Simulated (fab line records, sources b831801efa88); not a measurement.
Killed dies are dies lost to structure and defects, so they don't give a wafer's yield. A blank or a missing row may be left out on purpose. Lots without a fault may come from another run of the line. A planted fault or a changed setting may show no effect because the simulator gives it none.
fab line records | flow gf180mcu
record lots=5 wafers=15 last_day=34
route steps=602 shown VT_IMPLANT@117 MVSD@136 NWELL@137 LVPWELL@138 MVPSD@139 DUAL_GATE@141
lots that met no fault: from a run of the same line without faults
start_h: hours from the record's first day to the start of the lot's first wafer shown | wait_h: hours since the lot's step before | " the same as in the row above | L1.1+2: a row that stands for several wafers | - no value, or no start given | * or withheld: withheld | < > ~ a bound
route shown NAME@n: a module of which the file shows steps, and the number in the route of the first | usual: mean/standard deviation of fault-free wafers | same: alike in all rows | chamber/n: place in a boat | sites: the reading at each site | _std_site: their standard deviation | _edge_site: outer sites' mean less inner sites' | radius_mm: how far each site lies from the wafer's centre | mask NAME#n: copy n | behind: the tool/chamber that last shaped the wafer | hold: why the lot was held/for how many hours/how that ended | device: the transistor (n, p or np) that didn't switch | end of line: the same wafers' tests at the end of the route | a step without rows: its recipe alone | killed: dies lost to structure and defects at the first sort, not the wafer's yield | map: a wafer's dies, x killed, . not, _ none there
set.NAME: the setting as run; set.NAME@STEP: as run at that earlier step | model.NAME: the simulator's own value behind a step, which no gauge read
lots at some steps of the route; a table a step, a row a wafer
services: from which hour (start_h, from the record's first day; less than 0 if before it) a tool's chamber was out of use, for how many hours, and why
## steps
# step GF_VT_IMPLANT_PEB_27
# recipe temp_c=withheld time_s=* resist=NOVOLAK
# columns lot.wafer tool chamber start_h wait_h
L089.2+3+4 litho_track-03 0 - -
L093.2+5+6 litho_track-04 0 - -
L094.2+3+6 litho_track-04 0 - -
L095.1+2+3 litho_track-04 0 - -
L096.2+3+6 litho_track-03 0 - -
# step GF_VT_IMPLANT_DEVELOP_28
# recipe develop_time_s=60 dev_temp_c=23
# usual developer_temp_C=22.99/0.098
# same develop_time_s=60
# columns lot.wafer tool chamber start_h wait_h developer_temp_C
L089.2 litho_track-03 0 238.17 0.1 22.82
L089.3 " 0 " " 22.92
L089.4 " 0 " " 22.87
L093.2 litho_track-04 0 264.92 0.1 22.81
L093.5 " 0 " " 22.98
L093.6 " 0 " " 22.76
L094.2 litho_track-04 0 270.47 0.1 23.11
L094.3 " 0 " " 23.01
L094.6 " 0 " " 23.14
L095.1 litho_track-04 0 276.50 0.1 22.91
L095.2 " 0 " " 22.87
L095.3 " 0 " " 22.98
L096.2 litho_track-03 0 283.96 0.1 23.00
L096.3 " 0 " " 23.02
L096.6 " 0 " " 23.03
# step GF_VT_IMPLANT_OVL_MEAS_29
# usual VT_IMPLANT_02_OVL=-0.4/1.3
# columns lot.wafer tool chamber start_h wait_h VT_IMPLANT_02_OVL[nm]
L089.2 overlay-02 - 238.30 0.1 -0.8
L089.3 " - " " 0.9
L089.4 " - " " -0.3
L093.2 overlay-01 - 265.05 0.1 1.3
L093.5 " - " " 3.2
L093.6 " - " " 1.2
L094.2 overlay-02 - 270.60 0.1 -1.2
L094.3 " - " " -0.5
L094.6 " - " " 0.4
L095.1 overlay-02 - 276.65 0.1 0.6
L095.2 " - " " 1.2
L095.3 " - " " -0.8
L096.2 overlay-01 - 284.10 0.1 -1.7
L096.3 " - " " 1.1
L096.6 " - " " -0.4
# step GF_VT_IMPLANT_IMPLANT_30
# recipe species=B energy_kev=25 dose_cm2=2.534e+12 tilt_deg=7
# usual beam_energy_keV=25.000/0.0067 end_station_pressure_torr=5.01e-06/2.5e-07
# columns lot.wafer tool chamber start_h wait_h beam_energy_keV end_station_pressure_torr
L089.2 implanter-01 0 238.35 0.0 25.010 5.31e-06
L089.3 " 0 " " 24.993 4.66e-06
L089.4 " 0 " " 25.007 5.05e-06
L093.2 implanter-01 0 265.11 0.0 25.011 5.3e-06
L093.5 " 0 " " 25.003 5.02e-06
L093.6 " 0 " " 25.002 4.97e-06
L094.2 implanter-04 0 270.66 0.0 24.983 4.91e-06
L094.3 " 0 " " 24.992 5.05e-06
L094.6 " 0 " " 24.994 4.5e-06
L095.1 implanter-04 0 276.68 0.0 24.988 4.52e-06
L095.2 " 0 " " 24.987 4.86e-06
L095.3 " 0 " " 24.995 5.06e-06
L096.2 implanter-02 0 284.15 0.0 24.999 4.94e-06
L096.3 " 0 " " 24.998 5.31e-06
L096.6 " 0 " " 25.012 5.35e-06
# step GF_VT_IMPLANT_STRIP_31
# recipe chemistry=O2/N2 power_w=1400 pressure_mtorr=1500 platen_temp_c=250 o2_flow_sccm=3000 n2_flow_sccm=300 overash_fraction=0.5
# usual drypump_motor_current_A=5.9/0.4 heater_power_w=317/24 oes_product_au=0.716/0.0044 strip_time_to_endpoint_s=12.627/0.029
# columns lot.wafer tool chamber start_h wait_h drypump_motor_current_A heater_power_w oes_product_au rf_hours_counter_h strip_time_to_endpoint_s
L089.2 plasma_asher-04 1 238.48 0.1 5.3 297 0.722 57 12.616
L089.3 " 0 " " 6.4 363 0.716 - 12.589
L089.4 " 1 " " 5.3 298 0.712 - 12.566
L093.2 plasma_asher-04 1 265.23 0.1 5.3 303 0.715 59 12.631
L093.5 " 0 " " 6.4 355 0.713 - 12.613
L093.6 " 1 " " 5.3 296 0.716 - 12.671
L094.2 plasma_asher-01 0 270.78 0.1 6.2 323 0.713 63 12.655
L094.3 " 0 " " 6.1 321 0.714 - 12.608
L094.6 " 0 " " 6.2 321 0.727 - 12.639
L095.1 plasma_asher-04 0 276.83 0.1 6.4 363 0.710 61 12.631
L095.2 " 1 " " 5.3 294 0.717 61 12.639
L095.3 " 0 " " 6.4 359 0.711 - 12.648
L096.2 plasma_asher-01 0 284.28 0.1 6.2 331 0.711 64 12.648
L096.3 " 1 " " 5.9 299 0.714 - 12.627
L096.6 " 1 " " 5.9 298 0.716 - 12.625
# step GF_VT_IMPLANT_TW_MEAS_32
# usual VT_IMPLANT_3_TW=267.5/1.5
# columns lot.wafer tool chamber start_h wait_h VT_IMPLANT_3_TW
L089.2 film_metro-01 - 238.59 0.1 268.0
L089.3 " - " " 266.9
L089.4 " - " " 266.6
L093.2 film_metro-03 - 265.34 0.1 267.5
L093.5 " - " " 269.4
L093.6 " - " " 265.8
L094.2 film_metro-02 - 270.89 0.1 268.7
L094.3 " - " " 269.3
L094.6 " - " " 268.0
L095.1 film_metro-02 - 276.93 0.1 266.8
L095.2 " - " " 268.6
L095.3 " - " " 267.4
L096.2 film_metro-03 - 284.39 0.1 266.3
L096.3 " - " " 264.7
L096.6 " - " " 266.7
# step GF_VT_IMPLANT_DEHYDRATE_33
# recipe temp_c=200 time_s=60
# usual heater_power_total_W=160.39/0.13
# columns lot.wafer tool chamber start_h wait_h heater_power_total_W
L089.2 litho_track-02 0 246.85 8.3 160.23
L089.3 " 0 " " 160.55
L089.4 " 0 " " 160.31
L093.2 litho_track-02 0 274.35 9.0 160.27
L093.5 " 0 " " 160.54
L093.6 " 0 " " 160.44
L094.2 litho_track-04 0 279.82 8.9 160.45
L094.3 " 0 " " 160.30
L094.6 " 0 " " 160.33
L095.1 litho_track-04 0 286.00 9.1 160.26
L095.2 " 0 " " 160.40
L095.3 " 0 " " 160.30
L096.2 litho_track-04 0 293.82 9.4 160.14
L096.3 " 0 " " 160.54
L096.6 " 0 " " 160.53
# step GF_VT_IMPLANT_HMDS_34
# recipe prime_time_s=60 prime_temp_c=120
# usual prime_temp_c=120.00/0.16
# columns lot.wafer tool chamber start_h wait_h prime_temp_c
L089.2 litho_track-02 0 247.00 0.1 119.93
L089.3 " 0 " " 120.11
L089.4 " 0 " " 119.95
L093.2 litho_track-02 0 274.50 0.1 120.03
L093.5 " 0 " " 120.01
L093.6 " 0 " " 120.02
L094.2 litho_track-04 0 279.97 0.1 119.84
L094.3 " 0 " " 119.83
L094.6 " 0 " " 119.99
L095.1 litho_track-04 0 286.15 0.1 120.00
L095.2 " 0 " " 120.06
L095.3 " 0 " " 120.00
L096.2 litho_track-04 0 293.97 0.1 120.07
L096.3 " 0 " " 120.09
L096.6 " 0 " " 120.33
# step GF_VT_IMPLANT_COAT_35
# recipe resist=NOVOLAK spin_rpm=3000 resist_thk_nm=1000
# usual dispense_pressure_kPa=49.7/1.3
# columns lot.wafer tool chamber start_h wait_h dispense_pressure_kPa
L089.2 litho_track-02 0 247.15 0.1 50.6
L089.3 " 0 " " 50.6
L089.4 " 0 " " 50.6
L093.2 litho_track-02 0 274.65 0.1 50.6
L093.5 " 0 " " 50.6
L093.6 " 0 " " 50.6
L094.2 litho_track-04 0 280.12 0.1 48.1
L094.3 " 0 " " 48.1
L094.6 " 0 " " 48.1
L095.1 litho_track-04 0 286.30 0.1 48.1
L095.2 " 0 " " 48.0
L095.3 " 0 " " 48.0
L096.2 litho_track-04 0 294.12 0.1 48.1
L096.3 " 0 " " 48.1
L096.6 " 0 " " 48.1
# step GF_VT_IMPLANT_SOFTBAKE_36
# recipe temp_c=90 time_s=60 resist=NOVOLAK
# usual heater_power_total_W=56.60/0.041
# columns lot.wafer tool chamber start_h wait_h heater_power_total_W
L089.2 litho_track-02 0 247.30 0.1 56.59
L089.3 " 0 " " 56.63
L089.4 " 0 " " 56.61
L093.2 litho_track-02 0 274.80 0.1 56.66
L093.5 " 0 " " 56.60
L093.6 " 0 " " 56.57
L094.2 litho_track-04 0 280.27 0.1 56.61
L094.3 " 0 " " 56.60
L094.6 " 0 " " 56.61
L095.1 litho_track-04 0 286.45 0.1 56.55
L095.2 " 0 " " 56.57
L095.3 " 0 " " 56.63
L096.2 litho_track-04 0 294.27 0.1 56.53
L096.3 " 0 " " 56.68
L096.6 " 0 " " 56.57
# step GF_VT_IMPLANT_EXPOSE_37
# recipe mask_id=Nwell_HV_AREA target_cd_nm=860 na=0.6 source_shape=conventional sigma_outer=0.6 dose_mj=140
# usual reticle_temp_C=23.01/0.098 stage_vel_mm_s=500.02/0.26
# columns lot.wafer tool chamber start_h wait_h mask reticle_temp_C stage_vel_mm_s
L089.2 iline_stepper-01 0 - - Nwell_HV_AREA#0 23.02 500.09
L089.3 " 0 " " Nwell_HV_AREA#0 22.99 500.00
L089.4 " 0 " " Nwell_HV_AREA#0 22.94 500.30
L093.2 iline_stepper-02 0 - - Nwell_HV_AREA#0 23.01 499.66
L093.5 " 0 " " Nwell_HV_AREA#0 22.86 499.66
L093.6 " 0 " " Nwell_HV_AREA#0 23.12 500.07
L094.2 iline_stepper-02 0 - - Nwell_HV_AREA#0 22.91 500.32
L094.3 " 0 " " Nwell_HV_AREA#0 23.03 500.45
L094.6 " 0 " " Nwell_HV_AREA#0 23.08 500.35
L095.1 iline_stepper-02 0 - - Nwell_HV_AREA#0 23.06 499.75
L095.2 " 0 " " Nwell_HV_AREA#0 22.92 499.60
L095.3 " 0 " " Nwell_HV_AREA#0 23.17 500.40
L096.2 iline_stepper-01 0 - - Nwell_HV_AREA#0 23.07 500.06
L096.3 " 0 " " Nwell_HV_AREA#0 23.08 500.06
L096.6 " 0 " " Nwell_HV_AREA#0 23.08 500.35
# step GF_VT_IMPLANT_PEB_38
# recipe temp_c=withheld time_s=* resist=NOVOLAK
# columns lot.wafer tool chamber start_h wait_h
L089.2+3+4 litho_track-04 0 - -
L093.2+5+6 litho_track-03 0 - -
L094.2+3+6 litho_track-02 0 - -
L095.1+2+3 litho_track-04 0 - -
L096.2+3+6 litho_track-02 0 - -
# step GF_VT_IMPLANT_DEVELOP_39
# recipe develop_time_s=60 dev_temp_c=23
# usual developer_temp_C=23.01/0.11
# same develop_time_s=60
# columns lot.wafer tool chamber start_h wait_h developer_temp_C
L089.2 litho_track-04 0 256.02 0.1 22.77
L089.3 " 0 " " 22.91
L089.4 " 0 " " 23.04
L093.2 litho_track-03 0 284.56 0.1 22.98
L093.5 " 0 " " 22.87
L093.6 " 0 " " 23.02
L094.2 litho_track-02 0 289.80 0.1 22.76
L094.3 " 0 " " 23.05
L094.6 " 0 " " 22.97
L095.1 litho_track-04 0 296.15 0.1 23.07
L095.2 " 0 " " 23.19
L095.3 " 0 " " 23.01
L096.2 litho_track-02 0 304.75 0.1 23.02
L096.3 " 0 " " 23.18
L096.6 " 0 " " 23.12
# step GF_VT_IMPLANT_OVL_MEAS_40
# usual VT_IMPLANT_03_OVL=-1.0/1.5
# columns lot.wafer tool chamber start_h wait_h VT_IMPLANT_03_OVL[nm]
L089.2 overlay-01 - 256.15 0.1 0.8
L089.3 " - " " -1.3
L089.4 " - " " 0.6
L093.2 overlay-01 - 284.70 0.1 -1.9
L093.5 " - " " 0.8
L093.6 " - " " 0.3
L094.2 overlay-01 - 289.93 0.1 -1.7
L094.3 " - " " -2.5
L094.6 " - " " -1.9
L095.1 overlay-02 - 296.30 0.1 -3.0
L095.2 " - " " -1.5
L095.3 " - " " -2.2
L096.2 overlay-02 - 304.88 0.1 0.1
L096.3 " - " " 1.2
L096.6 " - " " -0.8
# step GF_VT_IMPLANT_IMPLANT_41
# recipe species=As energy_kev=70.98 dose_cm2=1.013e+12 tilt_deg=7
# usual beam_energy_keV=70.981/0.022 end_station_pressure_torr=5e-06/2.8e-07
# columns lot.wafer tool chamber start_h wait_h beam_energy_keV end_station_pressure_torr
L089.2 implanter-01 0 256.21 0.0 70.974 5e-06
L089.3 " 0 " " 70.996 5.13e-06
L089.4 " 0 " " 70.995 4.62e-06
L093.2 implanter-04 0 284.75 0.0 70.986 4.99e-06
L093.5 " 0 " " 70.960 5.38e-06
L093.6 " 0 " " 70.951 4.73e-06
L094.2 implanter-04 0 289.98 0.0 70.968 4.73e-06
L094.3 " 0 " " 70.962 5.02e-06
L094.6 " 0 " " 70.984 5.05e-06
L095.1 implanter-02 0 296.33 0.0 71.003 5.23e-06
L095.2 " 0 " " 70.987 4.72e-06
L095.3 " 0 " " 70.983 5.22e-06
L096.2 implanter-01 0 304.93 0.0 70.985 4.71e-06
L096.3 " 0 " " 70.986 4.88e-06
L096.6 " 0 " " 70.956 4.84e-06
# step GF_VT_IMPLANT_STRIP_42
# recipe chemistry=O2/N2 power_w=1400 pressure_mtorr=1500 platen_temp_c=250 o2_flow_sccm=3000 n2_flow_sccm=300 overash_fraction=0.5
# usual drypump_motor_current_A=5.8/0.43 heater_power_w=321/26 oes_product_au=0.716/0.004 strip_time_to_endpoint_s=12.62/0.036
# columns lot.wafer tool chamber start_h wait_h drypump_motor_current_A heater_power_w oes_product_au rf_hours_counter_h strip_time_to_endpoint_s
L089.2 plasma_asher-02 1 256.33 0.1 5.4 330 0.711 49 12.63
L089.3 " 0 " " 5.7 300 0.717 - 12.66
L089.4 " 1 " " 5.4 328 0.718 - 12.65
L093.2 plasma_asher-04 1 284.88 0.1 5.3 305 0.715 61 12.63
L093.5 " 1 " " 5.3 294 0.720 - 12.64
L093.6 " 0 " " 6.4 364 0.720 - 12.62
L094.2 plasma_asher-01 1 290.11 0.1 5.9 300 0.723 65 12.61
L094.3 " 0 " " 6.2 328 0.721 - 12.61
L094.6 " 0 " " 6.2 326 0.715 - 12.61
L095.1 plasma_asher-01 0 296.48 0.1 6.1 331 0.715 66 12.67
L095.2 " 1 " " 6.0 307 0.714 66 12.63
L095.3 " 0 " " 6.2 318 0.710 - 12.64
L096.2 plasma_asher-01 0 305.06 0.1 6.2 333 0.710 67 12.61
L096.3 " 0 " " 6.2 329 0.717 - 12.61
L096.6 " 1 " " 5.9 285 0.712 - 12.60
# step GF_VT_IMPLANT_TW_MEAS_43
# usual VT_IMPLANT_4_TW=691/3.6
# columns lot.wafer tool chamber start_h wait_h VT_IMPLANT_4_TW
L089.2 film_metro-03 - 256.44 0.1 690
L089.3 " - " " 691
L089.4 " - " " 685
L093.2 film_metro-02 - 284.99 0.1 695
L093.5 " - " " 691
L093.6 " - " " 694
L094.2 film_metro-01 - 290.22 0.1 686
L094.3 " - " " 685
L094.6 " - " " 687
L095.1 film_metro-03 - 296.58 0.1 688
L095.2 " - " " 691
L095.3 " - " " 687
L096.2 film_metro-01 - 305.17 0.1 689
L096.3 " - " " 686
L096.6 " - " " 688
# step GF_VT_IMPLANT_CLEAN_44
# recipe chemistry=SC1/SC2 mix=1:4:20 temp_c=70 time_s=150 dry=n2_spin
# columns lot.wafer tool chamber start_h wait_h
L089.2+3+4 wet_bench-01 1 256.49 0.0
L093.2+5+6 wet_bench-01 2 285.04 0.0
L094.2+3+6 wet_bench-01 1 290.27 0.0
L095.1+2+3 wet_bench-02 0 296.64 0.1
L096.2+3+6 wet_bench-04 3 305.22 0.0
# step GF_VT_IMPLANT_RTA_45
# recipe temp_c=1050 time_s=30 ambient=N2
# usual lamp_power_pct=39.2/2.3 wafer_temp_C_max=1056.5/1.2
# columns lot.wafer tool chamber start_h wait_h lamp_power_pct wafer_temp_C_max
L089.2 rtp_anneal-01 0 256.56 0.0 36.0 1054.7
L089.3 " 0 " " 36.0 1055.1
L089.4 " 0 " " 36.0 1057.2
L093.2 rtp_anneal-01 0 285.12 0.0 36.0 1056.5
L093.5 " 0 " " 36.0 1056.1
L093.6 " 0 " " 36.0 1054.4
L094.2 rtp_anneal-02 0 290.34 0.0 40.9 1056.6
L094.3 " 0 " " 40.9 1056.1
L094.6 " 0 " " 40.8 1054.2
L095.1 rtp_anneal-01 0 296.69 0.0 36.0 1055.5
L095.2 " 0 " " 36.0 1055.9
L095.3 " 0 " " 36.1 1056.7
L096.2 rtp_anneal-02 0 305.29 0.0 40.9 1056.6
L096.3 " 0 " " 40.8 1056.1
L096.6 " 0 " " 40.8 1055.3
# step GF_VT_IMPLANT_RS_MEAS_46
# recipe thk_meas_gauge=four-point-probe
# usual MVSD_RS=456.8/1.2
# columns lot.wafer tool chamber start_h wait_h MVSD_RS[ohm/sq]
L089.2 film_metro-03 - 256.66 0.1 455.4
L089.3 " - " " 456.3
L089.4 " - " " 455.6
L093.2 film_metro-01 - 285.31 0.2 457.5
L093.5 " - " " 456.9
L093.6 " - " " 459.1
L094.2 film_metro-01 - 290.44 0.1 454.3
L094.3 " - " " 454.6
L094.6 " - " " 455.6
L095.1 film_metro-01 - 296.89 0.2 456.3
L095.2 " - " " 456.0
L095.3 " - " " 456.9
L096.2 film_metro-03 - 305.39 0.1 457.0
L096.3 " - " " 457.4
L096.6 " - " " 457.1
# step GF_VT_IMPLANT_RS_MEAS_47
# recipe thk_meas_gauge=four-point-probe
# usual NWELL_RS=487.6/1.3
# columns lot.wafer tool chamber start_h wait_h NWELL_RS[ohm/sq]
L089.2 film_metro-03 - 256.78 0.1 487.3
L089.3 " - " " 487.0
L089.4 " - " " 484.8
L093.2 film_metro-01 - 285.43 0.1 491.0
L093.5 " - " " 489.5
L093.6 " - " " 489.4
L094.2 film_metro-01 - 290.56 0.1 488.3
L094.3 " - " " 487.0
L094.6 " - " " 486.8
L095.1 film_metro-01 - 297.01 0.1 488.1
L095.2 " - " " 488.0
L095.3 " - " " 488.4
L096.2 film_metro-03 - 305.51 0.1 487.5
L096.3 " - " " 484.9
L096.6 " - " " 486.3
# step GF_VT_IMPLANT_RS_MEAS_48
# recipe thk_meas_gauge=four-point-probe
# usual LVPWELL_RS=1196.1/2.7
# columns lot.wafer tool chamber start_h wait_h LVPWELL_RS[ohm/sq]
L089.2 film_metro-03 - 256.90 0.1 1192.1
L089.3 " - " " 1190.9
L089.4 " - " " 1194.7
L093.2 film_metro-01 - 285.55 0.1 1198.5
L093.5 " - " " 1198.5
L093.6 " - " " 1195.3
L094.2 film_metro-01 - 290.68 0.1 1195.8
L094.3 " - " " 1200.1
L094.6 " - " " 1194.7
L095.1 film_metro-01 - 297.13 0.1 1197.1
L095.2 " - " " 1197.0
L095.3 " - " " 1197.2
L096.2 film_metro-03 - 305.63 0.1 1193.8
L096.3 " - " " 1195.7
L096.6 " - " " 1201.3
# step GF_VT_IMPLANT_RS_MEAS_49
# recipe thk_meas_gauge=four-point-probe
# usual MVPSD_RS=1168/3.1
# columns lot.wafer tool chamber start_h wait_h MVPSD_RS[ohm/sq]
L089.2 film_metro-03 - 257.02 0.1 1162
L089.3 " - " " 1167
L089.4 " - " " 1161
L093.2 film_metro-01 - 285.67 0.1 1165
L093.5 " - " " 1164
L093.6 " - " " 1167
L094.2 film_metro-01 - 290.80 0.1 1168
L094.3 " - " " 1166
L094.6 " - " " 1167
L095.1 film_metro-01 - 297.25 0.1 1175
L095.2 " - " " 1174
L095.3 " - " " 1168
L096.2 film_metro-03 - 305.75 0.1 1163
L096.3 " - " " 1161
L096.6 " - " " 1165
# step GF_VT_IMPLANT_WET_ETCH_50
# recipe chemistry=dHF target_depth_nm=20 target=SiO2 temp_c=25 dilution=100:1 time_s=400
# columns lot.wafer tool chamber start_h wait_h
L089.2+3+4 wet_bench-04 3 257.12 0.1
L093.2+5+6 wet_bench-01 2 285.77 0.1
L094.2+3+6 wet_bench-01 1 290.90 0.1
L095.1+2+3 wet_bench-02 1 297.37 0.1
L096.2+3+6 wet_bench-04 2 305.85 0.1
# step GF_DUAL_GATE_CLEAN_00
# recipe chemistry=SC1/SC2 mix=1:4:20 temp_c=70 time_s=150
# columns lot.wafer tool chamber start_h wait_h
L089.2+3+4 wet_bench-01 3 257.24 0.0
L093.2+5+6 wet_bench-01 0 285.89 0.0
L094.2+3+6 wet_bench-04 0 291.02 0.0
L095.1+2+3 wet_bench-04 0 297.49 0.0
L096.2+3+6 wet_bench-02 0 305.97 0.0
# step GF_DUAL_GATE_CLEAN_01
# recipe chemistry=dHF time_s=20 dilution=100:1 dry=ipa_marangoni
# columns lot.wafer tool chamber start_h wait_h
L089.2+3+4 wet_bench-02 0 257.29 0.0
L093.2+5+6 wet_bench-01 0 285.94 0.0
L094.2+3+6 wet_bench-01 0 291.07 0.0
L095.1+2+3 wet_bench-01 3 297.55 0.0
L096.2+3+6 wet_bench-02 2 306.02 0.0
# step GF_DUAL_GATE_OXIDATION_02
# recipe temp_c=900 ambient=O2 stabilise_s=600 purge_s=300 target_thk_a=108.87 ox_time_s=1602
# usual spike_tc_centre_C=900.4/0.97
# columns lot.wafer tool chamber start_h wait_h spike_tc_centre_C
L089.2 furnace-02 0 258.19 0.9 902.4
L089.3 " 0 " " 900.4
L089.4 " 0 " " 900.6
L093.2 furnace-01 0 286.51 0.6 899.1
L093.5 " 0 " " 901.3
L093.6 " 0 " " 898.5
L094.2 furnace-02 0 291.51 0.4 899.5
L094.3 " 0 " " 899.7
L094.6 " 0 " " 901.6
L095.1 furnace-02 0 297.83 0.3 902.7
L095.2 " 0 " " 900.4
L095.3 " 0 " " 900.2
L096.2 furnace-02 0 306.51 0.5 901.3
L096.3 " 0 " " 901.7
L096.6 " 0 " " 900.7
# step GF_DUAL_GATE_THK_MEAS_03
# recipe reads=SiO2_of_DUAL_GATE_OXIDATION_02
# usual DUAL_GATE_OXIDATION_00_THK=10.78/0.18
# columns lot.wafer tool chamber start_h wait_h DUAL_GATE_OXIDATION_00_THK[nm]
L089.2 film_metro-02 - 259.65 0.0 10.74
L089.3 " - " " 10.98
L089.4 " - " " 10.76
L093.2 film_metro-02 - 287.97 0.0 10.58
L093.5 " - " " 10.68
L093.6 " - " " 10.66
L094.2 film_metro-03 - 292.97 0.0 10.91
L094.3 " - " " 11.06
L094.6 " - " " 11.28
L095.1 film_metro-03 - 299.27 0.0 11.05
L095.2 " - " " 11.14
L095.3 " - " " 10.97
L096.2 film_metro-03 - 307.97 0.0 10.55
L096.3 " - " " 10.68
L096.6 " - " " 10.60
# step GF_DUAL_GATE_DEHYDRATE_04
# recipe temp_c=200 time_s=60
# usual heater_power_total_W=160.37/0.13
# columns lot.wafer tool chamber start_h wait_h heater_power_total_W
L089.2 litho_track-01 0 267.90 8.2 160.29
L089.3 " 0 " " 160.33
L089.4 " 0 " " 160.16
L093.2 litho_track-01 0 296.90 8.9 160.19
L093.5 " 0 " " 160.30
L093.6 " 0 " " 160.52
L094.2 litho_track-01 0 302.10 9.1 160.62
L094.3 " 0 " " 160.38
L094.6 " 0 " " 160.15
L095.1 litho_track-01 0 309.33 10.0 160.56
L095.2 " 0 " " 160.16
L095.3 " 0 " " 160.51
L096.2 litho_track-01 0 317.65 9.7 160.49
L096.3 " 0 " " 160.59
L096.6 " 0 " " 160.46
# step GF_DUAL_GATE_HMDS_05
# recipe prime_time_s=60 prime_temp_c=120
# usual prime_temp_c=120.01/0.13
# columns lot.wafer tool chamber start_h wait_h prime_temp_c
L089.2 litho_track-01 0 268.05 0.1 120.03
L089.3 " 0 " " 120.00
L089.4 " 0 " " 119.75
L093.2 litho_track-01 0 297.05 0.1 119.88
L093.5 " 0 " " 120.06
L093.6 " 0 " " 119.85
L094.2 litho_track-01 0 302.25 0.1 120.12
L094.3 " 0 " " 119.90
L094.6 " 0 " " 120.06
L095.1 litho_track-01 0 309.48 0.1 120.18
L095.2 " 0 " " 120.18
L095.3 " 0 " " 120.24
L096.2 litho_track-01 0 317.80 0.1 120.06
L096.3 " 0 " " 120.05
L096.6 " 0 " " 120.07
# step GF_DUAL_GATE_COAT_06
# recipe resist=NOVOLAK spin_rpm=3000 resist_thk_nm=1000
# same dispense_pressure_kPa=46.5
# columns lot.wafer tool chamber start_h wait_h
L089.2+3+4 litho_track-01 0 268.20 0.1
L093.2+5+6 litho_track-01 0 297.20 0.1
L094.2+3+6 litho_track-01 0 302.40 0.1
L095.1+2+3 litho_track-01 0 309.63 0.1
L096.2+3+6 litho_track-01 0 317.95 0.1
# step GF_DUAL_GATE_SOFTBAKE_07
# recipe temp_c=90 time_s=60 resist=NOVOLAK
# usual heater_power_total_W=56.60/0.045
# columns lot.wafer tool chamber start_h wait_h heater_power_total_W
L089.2 litho_track-01 0 268.35 0.1 56.63
L089.3 " 0 " " 56.48
L089.4 " 0 " " 56.60
L093.2 litho_track-01 0 297.35 0.1 56.66
L093.5 " 0 " " 56.55
L093.6 " 0 " " 56.58
L094.2 litho_track-01 0 302.55 0.1 56.61
L094.3 " 0 " " 56.51
L094.6 " 0 " " 56.63
L095.1 litho_track-01 0 309.78 0.1 56.64
L095.2 " 0 " " 56.55
L095.3 " 0 " " 56.59
L096.2 litho_track-01 0 318.10 0.1 56.59
L096.3 " 0 " " 56.65
L096.6 " 0 " " 56.61
# step GF_DUAL_GATE_EXPOSE_08
# recipe mask_id=Dualgate target_cd_nm=700 na=0.6 source_shape=conventional sigma_outer=0.6 dose_mj=140
# usual reticle_temp_C=23.03/0.094 stage_vel_mm_s=499.94/0.24
# columns lot.wafer tool chamber start_h wait_h mask reticle_temp_C stage_vel_mm_s
L089.2 iline_stepper-01 0 - - Dualgate#0 23.15 500.43
L089.3 " 0 " " Dualgate#0 23.10 500.16
L089.4 " 0 " " Dualgate#0 23.10 500.11
L093.2 iline_stepper-01 0 - - Dualgate#0 22.88 500.34
L093.5 " 0 " " Dualgate#0 22.97 500.01
L093.6 " 0 " " Dualgate#0 23.13 500.06
L094.2 iline_stepper-01 0 - - Dualgate#0 23.04 499.43
L094.3 " 0 " " Dualgate#0 22.92 499.32
L094.6 " 0 " " Dualgate#0 23.10 499.47
L095.1 iline_stepper-01 0 - - Dualgate#0 22.96 500.07
L095.2 " 0 " " Dualgate#0 22.98 500.41
L095.3 " 0 " " Dualgate#0 23.12 500.19
L096.2 iline_stepper-01 0 - - Dualgate#0 23.08 499.62
L096.3 " 0 " " Dualgate#0 22.98 499.89
L096.6 " 0 " " Dualgate#0 22.82 499.54
# step GF_DUAL_GATE_PEB_09
# recipe temp_c=withheld time_s=* resist=NOVOLAK
# columns lot.wafer tool chamber start_h wait_h
L089.2+3+4 litho_track-02 0 - -
L093.2+5+6 litho_track-02 0 - -
L094.2+3+6 litho_track-04 0 - -
L095.1+2+3 litho_track-02 0 - -
L096.2+3+6 litho_track-01 0 - -
# step GF_DUAL_GATE_DEVELOP_10
# recipe develop_time_s=60 dev_temp_c=24.23
# usual developer_temp_C=24.25/0.11
# same develop_time_s=60
# columns lot.wafer tool chamber start_h wait_h developer_temp_C
L089.2 litho_track-02 0 277.20 0.1 24.38
L089.3 " 0 " " 24.43
L089.4 " 0 " " 24.20
L093.2 litho_track-02 0 307.45 0.1 24.29
L093.5 " 0 " " 24.39
L093.6 " 0 " " 24.36
L094.2 litho_track-04 0 312.67 0.1 24.53
L094.3 " 0 " " 24.43
L094.6 " 0 " " 24.38
L095.1 litho_track-02 0 319.72 0.1 24.37
L095.2 " 0 " " 24.28
L095.3 " 0 " " 24.36
L096.2 litho_track-01 0 331.75 0.1 24.40
L096.3 " 0 " " 24.16
L096.6 " 0 " " 24.22
# step GF_DUAL_GATE_OVL_MEAS_11
# usual DUAL_GATE_OVL=-0.1/1.6
# columns lot.wafer tool chamber start_h wait_h DUAL_GATE_OVL[nm]
L089.2 overlay-01 - 277.33 0.1 0.6
L089.3 " - " " 0.1
L089.4 " - " " 1.3
L093.2 overlay-02 - 307.58 0.1 -1.4
L093.5 " - " " -1.8
L093.6 " - " " -2.5
L094.2 overlay-01 - 312.80 0.1 -4.3
L094.3 " - " " -3.4
L094.6 " - " " -1.5
L095.1 overlay-02 - 319.87 0.1 0.4
L095.2 " - " " -0.6
L095.3 " - " " 0.6
L096.2 overlay-02 - 331.88 0.1 -3.0
L096.3 " - " " -1.7
L096.6 " - " " -2.2
# step GF_DUAL_GATE_WET_ETCH_12
# recipe chemistry=dHF target_depth_nm=13 dry=n2_spin target=SiO2 temp_c=25 dilution=100:1 time_s=260
# columns lot.wafer tool chamber start_h wait_h
L089.2+3+4 wet_bench-02 1 277.36 0.0
L093.2+5+6 wet_bench-02 0 307.61 0.0
L094.2+3+6 wet_bench-02 2 312.83 0.0
L095.1+2+3 wet_bench-02 2 319.91 0.0
L096.2+3+6 wet_bench-02 3 331.91 0.0
## services
# columns tool chamber start_h hours kind
implanter-01 - 215.92 2.7 repair
wet_bench-02 - 216.47 1.9 pm
implanter-04 - 224.22 4.0 repair
furnace-02 - 225.17 3.0 pm
wet_bench-04 - 236.54 6.3 repair
implanter-02 - 248.97 12.8 repair
furnace-02 - 252.95 2.5 pm
implanter-04 - 263.51 2.6 repair
implanter-02 - 291.86 1.3 repair
plasma_asher-02 - 295.56 2.8 pm
iline_stepper-02 - 304.38 28.9 pm
implanter-04 - 309.30 3.7 repair
rtp_anneal-01 - 310.95 5.3 pm
iline_stepper-01 - 311.40 4.4 repair
iline_stepper-01 - 312.52 7.9 repair
implanter-02 - 318.03 5.2 pm
## key
fault none
